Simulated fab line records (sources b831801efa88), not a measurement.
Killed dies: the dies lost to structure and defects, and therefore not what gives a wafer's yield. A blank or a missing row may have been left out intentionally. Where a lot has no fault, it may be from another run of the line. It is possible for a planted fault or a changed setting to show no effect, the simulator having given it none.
Which tool is to blame? || flow gf180mcu || 7 lots, 21 wafers sampled, at 2 steps of a route of 602

## WHAT THE GAUGES SHOWED, per wafer
GF_TOP_METAL_RS_MEAS_05: a four-point-probe measurement.
{"lot": "L153", "measured": "day 27 17:44", "on": "film_metro-02", "TOP_METAL_ALCU_RS (ohm/sq)": "0.0326 0.0324 0.0328"}
{"lot": "L155", "measured": "day 28 07:44", "on": "film_metro-02", "TOP_METAL_ALCU_RS (ohm/sq)": "0.0328 0.0327 0.0330"}
{"lot": "L160", "measured": "day 29 17:40", "on": "film_metro-04", "TOP_METAL_ALCU_RS (ohm/sq)": "0.0323 0.0323 0.0327"}
{"lot": "L164", "measured": "day 30 22:38", "on": "film_metro-02", "TOP_METAL_ALCU_RS (ohm/sq)": "0.0318 0.0316 0.0323"}
{"lot": "L171", "measured": "day 32 21:37", "on": "film_metro-03", "TOP_METAL_ALCU_RS (ohm/sq)": "0.0325 0.0328 0.0327"}
{"lot": "L173", "measured": "day 33 02:49", "on": "film_metro-03", "TOP_METAL_ALCU_RS (ohm/sq)": "0.0332 0.0330 0.0328"}
{"lot": "L169", "measured": "day 34 08:07", "on": "film_metro-02", "TOP_METAL_ALCU_RS (ohm/sq)": "0.0321 0.0325 0.0322"}

## TOOL THAT RAN EACH LOT (tool first, then ch and the chambers of the sampled wafers, then the start)
{"lot": "L153", "GF_TOP_METAL_SPUTTER_02": "pvd_sputter-03, day 27 17:36"}
{"lot": "L155", "GF_TOP_METAL_SPUTTER_02": "pvd_sputter-03, day 28 07:39"}
{"lot": "L160", "GF_TOP_METAL_SPUTTER_02": "pvd_sputter-03, day 29 17:33"}
{"lot": "L164", "GF_TOP_METAL_SPUTTER_02": "pvd_sputter-04, day 30 22:32"}
{"lot": "L171", "GF_TOP_METAL_SPUTTER_02": "pvd_sputter-03, day 32 21:30"}
{"lot": "L173", "GF_TOP_METAL_SPUTTER_02": "pvd_sputter-03, day 33 02:44"}
{"lot": "L169", "GF_TOP_METAL_SPUTTER_02": "pvd_sputter-01, day 34 08:02"}
- GF_TOP_METAL_SPUTTER_02: material AlCu, target thk 900 nm, time 47.82 s.

## THE ANSWER, worked out from the rows above alone
Rule: what is usual is taken from the lots themselves. Put in order of their means at a reading, lots are off if they are a third of the lots or fewer, leave a main group of 4 or more, and stand apart from it by a gap of 3 or more times the standard deviation of the main group's means; of several such gaps the widest counts. A main group is skipped when, at the precision printed for the reading in the tables above, its means are all equal. A lot without any number at a reading at which 4 lots or more have one is off too. The other lots that the step has rows for count as sound.
Across all readings shown, no lot is off: no conclusion can be drawn from this.

## WHAT THE SIMULATOR HAD PUT IN
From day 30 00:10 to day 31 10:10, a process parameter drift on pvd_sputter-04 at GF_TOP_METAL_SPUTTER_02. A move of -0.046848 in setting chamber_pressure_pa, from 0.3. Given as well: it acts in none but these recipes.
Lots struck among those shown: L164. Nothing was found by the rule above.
